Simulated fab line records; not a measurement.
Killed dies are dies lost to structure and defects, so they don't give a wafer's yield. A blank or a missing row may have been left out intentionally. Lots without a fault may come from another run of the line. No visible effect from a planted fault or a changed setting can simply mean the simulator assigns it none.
The tool behind it: which one? || flow gf180mcu || 7 lots, 21 wafers sampled, at 3 steps of a route of 602

WHAT EACH GAUGE READ, for each wafer
GF_PSD_TW_MEAS_11.
{"lot": "L481", "measured": "day 15 07:18", "on": "film_metro-01", "PSD_TW": "3139 3135 3127"}
{"lot": "L484", "measured": "day 16 03:59", "on": "film_metro-03", "PSD_TW": "3178 3165 3179"}
{"lot": "L487", "measured": "day 17 09:11", "on": "film_metro-04", "PSD_TW": "3100 3077 3082"}
{"lot": "L489", "measured": "day 18 11:50", "on": "film_metro-04", "PSD_TW": "3079 3090 3082"}
{"lot": "L497", "measured": "day 21 02:58", "on": "film_metro-03", "PSD_TW": "3126 3125 3137"}
{"lot": "L499", "measured": "day 21 12:44", "on": "film_metro-03", "PSD_TW": "3136 3134 3141"}
{"lot": "L502", "measured": "day 22 06:35", "on": "film_metro-04", "PSD_TW": "3101 3087 3090"}

TOOL THAT RAN EACH LOT (tool first, then ch and the chambers of the sampled wafers, then the start)
{"lot": "L481", "GF_VT_IMPLANT_SOFTBAKE_03": "litho_track-04 ch 0, day 6 00:52", "GF_VT_IMPLANT_RTA_45": "rtp_anneal-02 ch 0, day 8 10:54"}
{"lot": "L484", "GF_VT_IMPLANT_SOFTBAKE_03": "litho_track-01 ch 0, day 6 14:29", "GF_VT_IMPLANT_RTA_45": "rtp_anneal-01 ch 0, day 9 00:26"}
{"lot": "L487", "GF_VT_IMPLANT_SOFTBAKE_03": "litho_track-01 ch 0, day 7 10:23", "GF_VT_IMPLANT_RTA_45": "rtp_anneal-02 ch 0, day 9 22:38"}
{"lot": "L489", "GF_VT_IMPLANT_SOFTBAKE_03": "litho_track-04 ch 0, day 8 01:23", "GF_VT_IMPLANT_RTA_45": "rtp_anneal-02 ch 0, day 10 14:32"}
{"lot": "L497", "GF_VT_IMPLANT_SOFTBAKE_03": "litho_track-01 ch 0, day 9 23:20", "GF_VT_IMPLANT_RTA_45": "rtp_anneal-02 ch 0, day 12 17:52"}
{"lot": "L499", "GF_VT_IMPLANT_SOFTBAKE_03": "litho_track-01 ch 0, day 10 10:44", "GF_VT_IMPLANT_RTA_45": "rtp_anneal-01 ch 0, day 13 06:31"}
{"lot": "L502", "GF_VT_IMPLANT_SOFTBAKE_03": "litho_track-02 ch 0, day 11 04:34", "GF_VT_IMPLANT_RTA_45": "rtp_anneal-01 ch 0, day 14 00:27"}
- GF_VT_IMPLANT_SOFTBAKE_03: time 60 s.
- GF_VT_IMPLANT_RTA_45: time 30 s.

THE ANSWER, worked out from the rows above alone
Rule: the usual values come from the lots themselves. The widest of any qualifying gaps counts: lots, ordered by their means at a reading, are off when they make up no more than a third of the lots, leave a main group of 4 or more, and stand apart from it by 3 or more times the standard deviation of that group's means. Not used: any main group whose means are identical at the precision the tables above print for the reading. Also off: a lot with no number at a reading for which 4 or more lots have one. Any other lot the step has rows for is counted as sound.
Nothing can be told from this: no lot is off at any reading shown.

WHAT THE SIMULATOR HAD PUT IN
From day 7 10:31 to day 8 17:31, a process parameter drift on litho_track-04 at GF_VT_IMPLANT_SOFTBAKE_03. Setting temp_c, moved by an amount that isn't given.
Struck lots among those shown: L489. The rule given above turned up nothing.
